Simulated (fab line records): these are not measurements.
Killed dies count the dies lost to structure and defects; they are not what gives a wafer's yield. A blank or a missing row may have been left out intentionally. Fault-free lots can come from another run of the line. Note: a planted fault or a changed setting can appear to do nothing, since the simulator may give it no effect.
fab line records	flow gf180mcu
[record] lots = 24	wafers = 72	lastDay = 35
route steps=602 shown V2@397 M3@411 V3@446 V4@500 TOP_METAL@573 PASSIVATION@601
lots with no fault: from the same line, run without faults
startH: hours from the record's opening day to when the first of the lot's shown wafers began	waitH: hours from the lot's prior step to this one	" the same as in the row above	L1.1+2: one row covering several wafers at once	- either no value or no given start	* or withheld: withheld	< > ~ a bound
route shown NAME@n: a module of which the file shows steps, and the number in the route of the first	usual: mean/standard deviation of fault-free wafers	same: alike in all rows	chamber/n: place in a boat	sites: the reading at each site	_std_site: how widely they spread, as a standard deviation	_edge_site: inner sites' mean taken away from outer sites' mean	radiusMm: for every site, how far away it sits from the centre of the wafer	mask NAME#n: copy n	behind: the most recent tool/chamber to have shaped the wafer	hold: reason for holding the lot/hours on hold/outcome of the hold	device: whichever transistor did not switch (one of n, p or np)	end of line: the same wafers' tests at the end of the route	where a step has no rows: the recipe by itself	killed: at the first sort, the dies lost to defects and structure; wafer yield is something else	map: shows each die of a wafer: x if killed, . if not, _ if none is there
set.NAME: the setting that was run; set.NAME@STEP: the one run at that earlier step	model.NAME: the simulator's own value behind a step, which no gauge read
a sample of lots followed through the steps of the route, with each step as a table and each wafer as a row
services: the hour from which a tool's chamber was out of use, counted from the record's first day as startH (under 0 if before that day), plus the number of hours and why
[[steps]]
[step GF_V2_OVL_MEAS_15]
[usual] V2_OVL = 0/5.3
lot.wafer	tool	chamber	startH	waitH	V2_OVL[nm]
L074.1	overlay-01	-	482.99	0.1	-1
L074.2	"	-	"	"	-2
L074.3	"	-	"	"	1
L075.1	overlay-02	-	490.49	0.1	4
L075.2	"	-	"	"	6
L075.5	"	-	"	"	4
L076.1	overlay-02	-	498.44	0.1	-7
L076.2	"	-	"	"	0
L076.3	"	-	"	"	4
L077.3	overlay-02	-	506.10	0.1	2
L077.5	"	-	"	"	2
L077.6	"	-	"	"	2
L078.3	overlay-01	-	512.91	0.1	-1
L078.5	"	-	"	"	-1
L078.6	"	-	"	"	2
L079.2	overlay-01	-	522.04	0.1	3
L079.3	"	-	"	"	-2
L079.5	"	-	"	"	-4
L080.1	overlay-01	-	535.94	0.1	-13
L080.3	"	-	"	"	-8
L080.4	"	-	"	"	-5
L081.1	overlay-02	-	543.75	0.1	11
L081.2	"	-	"	"	6
L081.3	"	-	"	"	11
L082.3	overlay-01	-	552.10	0.1	-1
L082.5	"	-	"	"	-8
L082.6	"	-	"	"	-9
L083.2	overlay-01	-	559.89	0.1	2
L083.3	"	-	"	"	7
L083.5	"	-	"	"	2
L084.2	overlay-01	-	566.94	0.1	3
L084.3	"	-	"	"	-5
L084.5	"	-	"	"	-6
L085.1	overlay-01	-	570.14	0.1	0
L085.3	"	-	"	"	6
L085.4	"	-	"	"	6
L086.3	overlay-01	-	582.45	0.1	-4
L086.5	"	-	"	"	-9
L086.6	"	-	"	"	-8
L087.1	overlay-01	-	589.75	0.1	4
L087.2	"	-	"	"	-7
L087.3	"	-	"	"	4
L088.1	overlay-01	-	599.04	0.1	8
L088.2	"	-	"	"	5
L088.6	"	-	"	"	6
L089.2	overlay-02	-	604.81	0.1	-2
L089.4	"	-	"	"	-3
L089.5	"	-	"	"	-9
L090.1	overlay-02	-	611.29	0.1	-5
L090.3	"	-	"	"	-2
L090.6	"	-	"	"	4
L091.1	overlay-02	-	618.71	0.1	-10
L091.2	"	-	"	"	0
L091.4	"	-	"	"	-5
L092.1	overlay-01	-	626.89	0.1	4
L092.2	"	-	"	"	-4
L092.4	"	-	"	"	2
L093.1	overlay-01	-	631.85	0.1	4
L093.2	"	-	"	"	-2
L093.5	"	-	"	"	12
L094.1	overlay-02	-	644.85	0.1	0
L094.4	"	-	"	"	0
L094.6	"	-	"	"	-4
L095.2	overlay-02	-	648.39	0.1	-6
L095.4	"	-	"	"	-1
L095.6	"	-	"	"	-3
L096.2	overlay-01	-	654.56	0.1	3
L096.3	"	-	"	"	-2
L096.5	"	-	"	"	4
L097.2	overlay-02	-	658.66	0.1	-5
L097.3	"	-	"	"	5
L097.6	"	-	"	"	1
[step GF_M3_SPUTTER_02]
[recipe] material = AlCu	targetThkNm = 450	powerW = 10600	timeS = 23.9	chamberPressurePa = 0.4
[usual] throttleValvePct = 29.7/1.1
lot.wafer	tool	chamber	startH	waitH	throttleValvePct
L074.1	pvdSputter-03	-	484.51	0.0	29.9
L074.2	"	-	"	"	27.7
L074.3	"	-	"	"	29.4
L075.1	pvdSputter-02	-	492.01	0.0	30.8
L075.2	"	-	"	"	31.9
L075.5	"	-	"	"	28.6
L076.1	pvdSputter-04	-	499.96	0.0	30.2
L076.2	"	-	"	"	29.9
L076.3	"	-	"	"	28.4
L077.3	pvdSputter-03	-	507.62	0.0	27.7
L077.5	"	-	"	"	29.7
L077.6	"	-	"	"	29.6
L078.3	pvdSputter-04	-	514.42	0.0	29.8
L078.5	"	-	"	"	30.2
L078.6	"	-	"	"	29.7
L079.2	pvdSputter-03	-	523.56	0.0	30.2
L079.3	"	-	"	"	30.7
L079.5	"	-	"	"	30.4
L080.1	pvdSputter-03	-	537.47	0.0	29.7
L080.3	"	-	"	"	29.6
L080.4	"	-	"	"	30.5
L081.1	pvdSputter-02	-	545.27	0.0	29.1
L081.2	"	-	"	"	28.5
L081.3	"	-	"	"	31.0
L082.3	pvdSputter-03	-	553.62	0.0	29.8
L082.5	"	-	"	"	29.8
L082.6	"	-	"	"	27.7
L083.2	pvdSputter-02	-	561.42	0.0	30.8
L083.3	"	-	"	"	28.7
L083.5	"	-	"	"	29.0
L084.2	pvdSputter-03	-	568.46	0.0	29.4
L084.3	"	-	"	"	30.1
L084.5	"	-	"	"	29.8
L085.1	pvdSputter-04	-	571.67	0.0	29.6
L085.3	"	-	"	"	28.6
L085.4	"	-	"	"	31.3
L086.3	pvdSputter-04	-	584.09	0.0	31.4
L086.5	"	-	"	"	30.2
L086.6	"	-	"	"	31.3
L087.1	pvdSputter-03	-	591.38	0.0	27.7
L087.2	"	-	"	"	30.3
L087.3	"	-	"	"	30.0
L088.1	pvdSputter-04	-	600.57	0.0	30.3
L088.2	"	-	"	"	28.5
L088.6	"	-	"	"	31.4
L089.2	pvdSputter-03	-	606.32	0.0	30.5
L089.4	"	-	"	"	29.5
L089.5	"	-	"	"	29.8
L090.1	pvdSputter-04	-	612.81	0.0	30.1
L090.3	"	-	"	"	29.9
L090.6	"	-	"	"	31.3
L091.1	pvdSputter-03	-	620.24	0.0	29.9
L091.2	"	-	"	"	27.8
L091.4	"	-	"	"	30.6
L092.1	pvdSputter-03	-	628.42	0.0	29.3
L092.2	"	-	"	"	30.6
L092.4	"	-	"	"	27.8
L093.1	pvdSputter-03	-	633.38	0.0	30.4
L093.2	"	-	"	"	29.2
L093.5	"	-	"	"	27.5
L094.1	pvdSputter-02	-	646.37	0.0	30.8
L094.4	"	-	"	"	29.1
L094.6	"	-	"	"	31.6
L095.2	pvdSputter-04	-	650.25	0.0	30.1
L095.4	"	-	"	"	28.6
L095.6	"	-	"	"	29.6
L096.2	pvdSputter-03	-	656.41	0.0	29.8
L096.3	"	-	"	"	30.3
L096.5	"	-	"	"	29.4
L097.2	pvdSputter-03	-	660.19	0.0	30.4
L097.3	"	-	"	"	29.6
L097.6	"	-	"	"	27.7
[step GF_V3_ETCH_17]
[recipe] chemistry = C4F8/O2/Ar	maskMaterial = KrF	target = SiO2	stopOn = TiN	sourceW = 1500	biasW = 1200	pressureMtorr = 40	c4f8FlowSccm = withheld	O2_flow_sccm = 6	Ar_flow_sccm = 300	timeS = withheld	targetDepthA = 6350
[usual] chamberPressureMTorr = 40.00/0.04	oesProductAu = 0.856/0.0045
lot.wafer	tool	chamber	startH	waitH	chamberPressureMTorr	oesProductAu
L074.1	rieDiel-01	0	-	-	39.97	0.862
L074.2	"	3	"	"	39.99	0.858
L074.3	"	2	"	"	39.99	0.851
L075.1	rieDiel-03	3	-	-	40.01	0.848
L075.2	"	2	"	"	40.06	0.855
L075.5	"	2	"	"	40.02	0.858
L076.1	rieDiel-01	0	-	-	39.96	0.858
L076.2	"	2	"	"	40.07	0.852
L076.3	"	1	"	"	39.97	0.863
L077.3	rieDiel-03	3	-	-	39.99	0.856
L077.5	"	2	"	"	40.04	0.852
L077.6	"	1	"	"	40.06	0.862
L078.3	rieDiel-01	0	-	-	40.00	0.856
L078.5	"	0	"	"	39.97	0.852
L078.6	"	1	"	"	40.00	0.846
L079.2	rieDiel-01	3	-	-	39.92	0.847
L079.3	"	1	"	"	40.01	0.856
L079.5	"	1	"	"	39.99	0.849
L080.1	rieDiel-03	1	-	-	39.97	0.860
L080.3	"	3	"	"	39.98	0.859
L080.4	"	2	"	"	40.02	0.856
L081.1	rieDiel-01	1	-	-	39.89	0.857
L081.2	"	0	"	"	39.97	0.861
L081.3	"	3	"	"	40.06	0.853
L082.3	rieDiel-02	2	-	-	40.02	0.860
L082.5	"	1	"	"	39.99	0.842
L082.6	"	0	"	"	40.06	0.860
L083.2	rieDiel-01	2	-	-	39.98	0.858
L083.3	"	3	"	"	40.05	0.850
L083.5	"	3	"	"	39.93	0.860
L084.2	rieDiel-03	3	-	-	39.99	0.850
L084.3	"	2	"	"	39.98	0.850
L084.5	"	2	"	"	40.02	0.859
L085.1	rieDiel-02	0	-	-	40.00	0.855
L085.3	"	3	"	"	40.04	0.859
L085.4	"	2	"	"	39.97	0.864
L086.3	rieDiel-01	3	-	-	40.00	0.855
L086.5	"	3	"	"	39.96	0.854
L086.6	"	0	"	"	40.06	0.851
L087.1	rieDiel-02	1	-	-	40.00	0.850
L087.2	"	2	"	"	40.08	0.862
L087.3	"	3	"	"	39.93	0.863
L088.1	rieDiel-02	1	-	-	40.03	0.857
L088.2	"	2	"	"	39.97	0.856
L088.6	"	2	"	"	40.06	0.861
L089.2	rieDiel-03	0	-	-	40.01	0.854
L089.4	"	2	"	"	40.03	0.850
L089.5	"	3	"	"	40.00	0.852
L090.1	rieDiel-03	3	-	-	39.99	0.843
L090.3	"	1	"	"	40.07	0.864
L090.6	"	2	"	"	40.02	0.863
L091.1	rieDiel-01	2	-	-	40.00	0.863
L091.2	"	1	"	"	40.00	0.853
L091.4	"	3	"	"	40.00	0.858
L092.1	rieDiel-01	0	-	-	39.99	0.852
L092.2	"	3	"	"	39.98	0.861
L092.4	"	2	"	"	40.01	0.863
L093.1	rieDiel-01	2	-	-	40.05	0.852
L093.2	"	1	"	"	39.99	0.860
L093.5	"	0	"	"	40.00	0.856
L094.1	rieDiel-01	3	-	-	40.07	0.853
L094.4	"	2	"	"	40.01	0.854
L094.6	"	3	"	"	39.96	0.854
L095.2	rieDiel-03	0	-	-	39.93	0.852
L095.4	"	3	"	"	39.97	0.848
L095.6	"	3	"	"	39.98	0.853
L096.2	rieDiel-03	1	-	-	40.04	0.859
L096.3	"	3	"	"	40.01	0.859
L096.5	"	3	"	"	40.00	0.855
L097.2	rieDiel-01	3	-	-	40.00	0.853
L097.3	"	1	"	"	39.96	0.849
L097.6	"	3	"	"	40.01	0.860
[step GF_V4_RS_MEAS_24]
[recipe] thkMeasGauge = four-point-probe	reads = W_of_V4_CVD_23+TiN_of_V4_SPUTTER_22+Ti_of_V4_SPUTTER_21
[usual] V4_W_RS = 0.327/0.0033
lot.wafer	tool	chamber	startH	waitH	V4_W_RS[ohm/sq]
L074.1	filmMetro-02	-	583.10	0.2	0.331
L074.2	"	-	"	"	0.330
L074.3	"	-	"	"	0.329
L075.1	filmMetro-04	-	589.95	0.1	0.324
L075.2	"	-	"	"	0.322
L075.5	"	-	"	"	0.325
L076.1	filmMetro-01	-	594.90	0.1	0.323
L076.2	"	-	"	"	0.329
L076.3	"	-	"	"	0.323
L077.3	filmMetro-01	-	604.65	0.1	0.318
L077.5	"	-	"	"	0.320
L077.6	"	-	"	"	0.316
L078.3	filmMetro-02	-	609.96	0.1	0.327
L078.5	"	-	"	"	0.332
L078.6	"	-	"	"	0.330
L079.2	filmMetro-01	-	618.08	0.1	0.328
L079.3	"	-	"	"	0.328
L079.5	"	-	"	"	0.326
L080.1	filmMetro-04	-	632.43	0.1	0.330
L080.3	"	-	"	"	0.328
L080.4	"	-	"	"	0.327
L081.1	filmMetro-04	-	637.40	0.1	0.328
L081.2	"	-	"	"	0.326
L081.3	"	-	"	"	0.322
L082.3	filmMetro-01	-	644.54	0.1	0.330
L082.5	"	-	"	"	0.328
L082.6	"	-	"	"	0.324
L083.2	filmMetro-02	-	652.17	0.1	0.329
L083.3	"	-	"	"	0.328
L083.5	"	-	"	"	0.330
L084.2	filmMetro-01	-	659.39	0.1	0.329
L084.3	"	-	"	"	0.325
L084.5	"	-	"	"	0.324
L085.1	filmMetro-02	-	662.45	0.1	0.326
L085.3	"	-	"	"	0.331
L085.4	"	-	"	"	0.327
L086.3	filmMetro-01	-	674.08	0.1	0.323
L086.5	"	-	"	"	0.328
L086.6	"	-	"	"	0.328
L087.1	filmMetro-01	-	679.89	0.1	0.327
L087.2	"	-	"	"	0.322
L087.3	"	-	"	"	0.330
L088.1	filmMetro-02	-	687.16	0.1	0.329
L088.2	"	-	"	"	0.325
L088.6	"	-	"	"	0.326
L089.2	filmMetro-04	-	692.14	0.1	0.325
L089.4	"	-	"	"	0.323
L089.5	"	-	"	"	0.325
L090.1	filmMetro-02	-	699.86	0.1	0.330
L090.3	"	-	"	"	0.330
L090.6	"	-	"	"	0.328
L091.1	filmMetro-04	-	704.94	0.1	0.334
L091.2	"	-	"	"	0.329
L091.4	"	-	"	"	0.334
L092.1	filmMetro-01	-	713.31	0.1	0.327
L092.2	"	-	"	"	0.328
L092.4	"	-	"	"	0.320
L093.1	filmMetro-02	-	717.95	0.1	0.327
L093.2	"	-	"	"	0.325
L093.5	"	-	"	"	0.325
L094.1	filmMetro-01	-	727.96	0.1	0.323
L094.4	"	-	"	"	0.327
L094.6	"	-	"	"	0.324
L095.2	filmMetro-04	-	732.47	0.1	0.323
L095.4	"	-	"	"	0.321
L095.6	"	-	"	"	0.324
L096.2	filmMetro-04	-	738.21	0.1	0.325
L096.3	"	-	"	"	0.328
L096.5	"	-	"	"	0.327
L097.2	filmMetro-04	-	742.05	0.1	0.331
L097.3	"	-	"	"	0.328
L097.6	"	-	"	"	0.333
[step GF_TOP_METAL_THK_MEAS_06]
[recipe] thkMeasGauge = xrf	reads = AlCu_of_TOP_METAL_SPUTTER_02
[usual] TOP_METAL_ALCU_THK = 888/9.8
lot.wafer	tool	chamber	startH	waitH	TOP_METAL_ALCU_THK[nm]
L074.1	filmMetro-01	-	651.57	0.1	900
L074.2	"	-	"	"	892
L074.3	"	-	"	"	884
L075.1	filmMetro-02	-	656.92	0.1	901
L075.2	"	-	"	"	899
L075.5	"	-	"	"	903
L076.1	filmMetro-03	-	661.83	0.1	865
L076.2	"	-	"	"	866
L076.3	"	-	"	"	869
L077.3	filmMetro-03	-	671.26	0.1	873
L077.5	"	-	"	"	870
L077.6	"	-	"	"	877
L078.3	filmMetro-02	-	676.20	0.1	892
L078.5	"	-	"	"	888
L078.6	"	-	"	"	889
L079.2	filmMetro-02	-	683.61	0.1	896
L079.3	"	-	"	"	892
L079.5	"	-	"	"	893
L080.1	filmMetro-02	-	697.73	0.1	903
L080.3	"	-	"	"	899
L080.4	"	-	"	"	902
L081.1	filmMetro-03	-	701.77	0.1	893
L081.2	"	-	"	"	898
L081.3	"	-	"	"	892
L082.3	filmMetro-03	-	707.36	0.1	889
L082.5	"	-	"	"	885
L082.6	"	-	"	"	891
L083.2	filmMetro-02	-	715.98	0.1	886
L083.3	"	-	"	"	882
L083.5	"	-	"	"	889
L084.2	filmMetro-02	-	722.63	0.1	904
L084.3	"	-	"	"	903
L084.5	"	-	"	"	909
L085.1	filmMetro-02	-	724.36	0.1	892
L085.3	"	-	"	"	885
L085.4	"	-	"	"	879
L086.3	filmMetro-01	-	735.07	0.1	878
L086.5	"	-	"	"	883
L086.6	"	-	"	"	889
L087.1	filmMetro-01	-	739.93	0.1	895
L087.2	"	-	"	"	899
L087.3	"	-	"	"	891
L088.1	filmMetro-01	-	747.57	0.1	886
L088.2	"	-	"	"	871
L088.6	"	-	"	"	890
L089.2	filmMetro-01	-	751.56	0.1	889
L089.4	"	-	"	"	890
L089.5	"	-	"	"	889
L090.1	filmMetro-02	-	756.74	0.1	895
L090.3	"	-	"	"	904
L090.6	"	-	"	"	903
L091.1	filmMetro-01	-	762.95	0.1	882
L091.2	"	-	"	"	884
L091.4	"	-	"	"	885
L092.1	filmMetro-03	-	770.74	0.1	890
L092.2	"	-	"	"	891
L092.4	"	-	"	"	886
L093.1	filmMetro-02	-	774.08	0.1	886
L093.2	"	-	"	"	891
L093.5	"	-	"	"	886
L094.1	filmMetro-02	-	784.62	0.1	896
L094.4	"	-	"	"	886
L094.6	"	-	"	"	892
L095.2	filmMetro-01	-	788.26	0.1	886
L095.4	"	-	"	"	878
L095.6	"	-	"	"	883
L096.2	filmMetro-02	-	793.49	0.1	895
L096.3	"	-	"	"	886
L096.5	"	-	"	"	893
L097.2	filmMetro-02	-	798.10	0.1	875
L097.3	"	-	"	"	878
L097.6	"	-	"	"	880
[step GF_PASSIVATION_BOW_MEAS_14]
[recipe] mode = bow
[usual] PASSIVATION_BOW = 137/11
lot.wafer	tool	chamber	startH	waitH	PASSIVATION_BOW[um]
L074.1	filmMetro-02	-	693.92	0.0	149
L074.2	"	-	"	"	135
L074.3	"	-	"	"	139
L075.1	filmMetro-04	-	699.22	0.0	143
L075.2	"	-	"	"	141
L075.5	"	-	"	"	151
L076.1	filmMetro-01	-	703.76	0.0	155
L076.2	"	-	"	"	154
L076.3	"	-	"	"	157
L077.3	filmMetro-04	-	712.50	0.0	114
L077.5	"	-	"	"	129
L077.6	"	-	"	"	143
L078.3	filmMetro-01	-	717.26	0.0	147
L078.5	"	-	"	"	136
L078.6	"	-	"	"	141
L079.2	filmMetro-04	-	724.04	0.0	148
L079.3	"	-	"	"	142
L079.5	"	-	"	"	144
L080.1	filmMetro-01	-	737.55	0.0	134
L080.3	"	-	"	"	131
L080.4	"	-	"	"	130
L081.1	filmMetro-04	-	741.65	0.0	126
L081.2	"	-	"	"	133
L081.3	"	-	"	"	146
L082.3	filmMetro-01	-	746.40	0.0	129
L082.5	"	-	"	"	123
L082.6	"	-	"	"	138
L083.2	filmMetro-01	-	754.54	0.0	131
L083.3	"	-	"	"	136
L083.5	"	-	"	"	134
L084.2	filmMetro-04	-	760.47	0.0	119
L084.3	"	-	"	"	114
L084.5	"	-	"	"	132
L085.1	filmMetro-01	-	762.50	0.0	133
L085.3	"	-	"	"	125
L085.4	"	-	"	"	143
L086.3	filmMetro-04	-	772.35	0.0	141
L086.5	"	-	"	"	135
L086.6	"	-	"	"	123
L087.1	filmMetro-02	-	776.07	0.0	127
L087.2	"	-	"	"	134
L087.3	"	-	"	"	132
L088.1	filmMetro-02	-	783.21	0.0	135
L088.2	"	-	"	"	129
L088.6	"	-	"	"	128
L089.2	filmMetro-01	-	787.78	0.0	131
L089.4	"	-	"	"	132
L089.5	"	-	"	"	124
L090.1	filmMetro-04	-	792.47	0.0	143
L090.3	"	-	"	"	130
L090.6	"	-	"	"	141
L091.1	filmMetro-01	-	797.92	0.0	145
L091.2	"	-	"	"	163
L091.4	"	-	"	"	150
L092.1	filmMetro-02	-	805.16	0.0	147
L092.2	"	-	"	"	133
L092.4	"	-	"	"	139
L093.1	filmMetro-04	-	808.41	0.0	127
L093.2	"	-	"	"	128
L093.5	"	-	"	"	123
L094.1	filmMetro-02	-	817.02	0.0	129
L094.4	"	-	"	"	125
L094.6	"	-	"	"	122
L095.2	filmMetro-02	-	822.33	0.0	134
L095.4	"	-	"	"	129
L095.6	"	-	"	"	142
L096.2	filmMetro-01	-	826.04	0.0	135
L096.3	"	-	"	"	138
L096.5	"	-	"	"	127
L097.2	filmMetro-02	-	830.44	0.0	137
L097.3	"	-	"	"	143
L097.6	"	-	"	"	152
[[services]]
tool	chamber	startH	hours	kind
pvdSputter-04	-	460.83	8.7	repair
pvdSputter-04	-	463.06	0.8	repair
rieDiel-02	3	495.70	26.3	repair
rieDiel-02	0	515.91	9.2	repair
pvdSputter-02	0	538.17	-	consumableReplace:kit
pvdSputter-02	0	538.17	18.0	scheduledDown
pvdSputter-02	0	538.17	18.0	ventCycle
rieDiel-02	2	539.65	6.9	repair
rieDiel-03	-	543.05	2.8	pm
rieDiel-02	3	558.27	5.1	repair
rieDiel-01	3	577.67	10.8	repair
rieDiel-01	2	588.51	-	clean
rieDiel-01	2	588.51	13.8	scheduledDown
rieDiel-01	2	588.51	13.8	ventCycle
pvdSputter-03	3	600.36	-	consumableReplace:kit
pvdSputter-03	3	600.36	18.0	scheduledDown
pvdSputter-03	3	600.36	18.0	ventCycle
pvdSputter-03	-	608.42	0.7	repair
pvdSputter-04	-	624.03	2.1	repair
rieDiel-02	-	661.44	2.8	pm
pvdSputter-02	-	671.14	1.7	repair
pvdSputter-02	3	674.19	-	consumableReplace:kit
rieDiel-01	1	683.52	4.8	repair
pvdSputter-02	-	683.69	3.1	repair
[[key]]
fault none
